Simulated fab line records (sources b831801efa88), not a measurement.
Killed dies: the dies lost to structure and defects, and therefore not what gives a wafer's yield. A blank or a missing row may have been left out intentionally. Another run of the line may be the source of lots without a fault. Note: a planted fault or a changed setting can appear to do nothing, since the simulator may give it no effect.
Comparing a struck lot with a sound one :: flow gf180mcu :: 19 steps out of a route of 602
Sound: wafers L712.1, L712.4, L712.6. Wafers struck: L731.1, L731.3, L731.6. The cause is named last.
At each step with rows: each side's tool, then ch and its chambers, then its first start. Under that, the readings that differ: sound wafers :: struck wafers :: difference of the means :: sigmas: that difference in standard deviations of wafers without a fault.
alike: words and numbers the same on both sides, and readings whose means are apart by under 2 such deviations; not compared: readings that were withheld, readings missing a value for some wafer, numbers with overlapping values and no deviation given by the record, and bounds like >300 which may hide the same value.
A row with sigmas, a row that says differs or no value, or rows on one side alone: a step with any of these is where the two part. Numbers that have no deviation but don't overlap get no sigmas and don't part them. Lack of a reading on every wafer of one side parts them only where that side has two or more wafers.

first, 2 steps without rows for these wafers: GF_M3_CLEAN_19 (cleans in DIW); GF_V3_CVD_00 (deposits SiO2, target thk 600 nm, time 100 s).
GF_V3_THK_MEAS_01:
  sound on filmMetro-02, day 22 22:41; struck on filmMetro-04, day 28 20:08
  alike: V3_CVD_00_THK
GF_V3_CVD_02: deposits SiO2 from TEOS, target thk 850 nm, time 94.851 s.
  sound on pecvd-03 ch 0,1, day 22 22:45; struck on pecvd-04 ch 0,1,2, day 28 20:12
  alike: heaterPowerW
GF_V3_THK_MEAS_03:
  sound on filmMetro-01, day 22 22:49; struck on filmMetro-01, day 28 20:16
  alike: V3_CVD_02_THK
GF_V3_CMP_04: polishes SiO2.
  sound on cmp-02 ch 0,1,3, day 22 22:59; struck on cmp-01 ch 0,3, day 28 20:20
  alike: motorCurrentA, timeToEndpointS
GF_V3_BOW_MEAS_05:
  sound on filmMetro-01, day 22 23:11; struck on filmMetro-02, day 28 20:38
  alike: V3_BOW
then, 5 steps without rows for these wafers: GF_V3_DEHYDRATE_06 (time 60 s); GF_V3_HMDS_07 (prime time 60 s); GF_V3_COAT_08; GF_V3_COAT_09 (resist thk 1000 nm); GF_V3_SOFTBAKE_10 (time 60 s).
GF_V3_EXPOSE_11: exposes mask Via3, target cd 260 nm.
  sound on krfScanner-02 ch 0, day 23 10:48; struck on krfScanner-01 ch 0, day 29 06:56
reading: model.V3.overlayXNm (nm)
sound: -2.845 -2.845 -2.845
struck: 52.38 52.38 52.38
difference: +55.23
sigmas: 
  alike: mask
then, 2 steps without rows for these wafers: GF_V3_PEB_12 (peb time 90 s); GF_V3_DEVELOP_13 (develop time 60 s).
GF_V3_CD_MEAS_14 targets a cd of 260 nm.
  sound on cdSem-01, day 23 22:14; struck on cdSem-02, day 29 16:19
  alike: cdNm
GF_V3_OVL_MEAS_15:
  sound on overlay-01, day 23 22:21; struck on overlay-02, day 29 16:26
reading: V3_OVL (nm)
sound: -7 11 3
struck: 52 49 52
difference: +49
sigmas: +8
GF_V3_ETCH_16: etches BARC in N2/H2.
  sound on rieDiel-03 ch 1,2,3, day 23 22:23; struck on rieDiel-03 ch 2,3, day 29 16:28
  alike: drypumpMotorCurrentA, oesProductAu, throttleValvePct
after that, 1 step had no rows for these wafers: GF_PASSIVATION_PROBE_99.

== WHERE THEY PART ==
At GF_V3_OVL_MEAS_15 and nowhere else, as far as this record goes. Later steps at which nothing parts them and some readings are alike: GF_V3_ETCH_16.

WHY: the cause the simulator had injected
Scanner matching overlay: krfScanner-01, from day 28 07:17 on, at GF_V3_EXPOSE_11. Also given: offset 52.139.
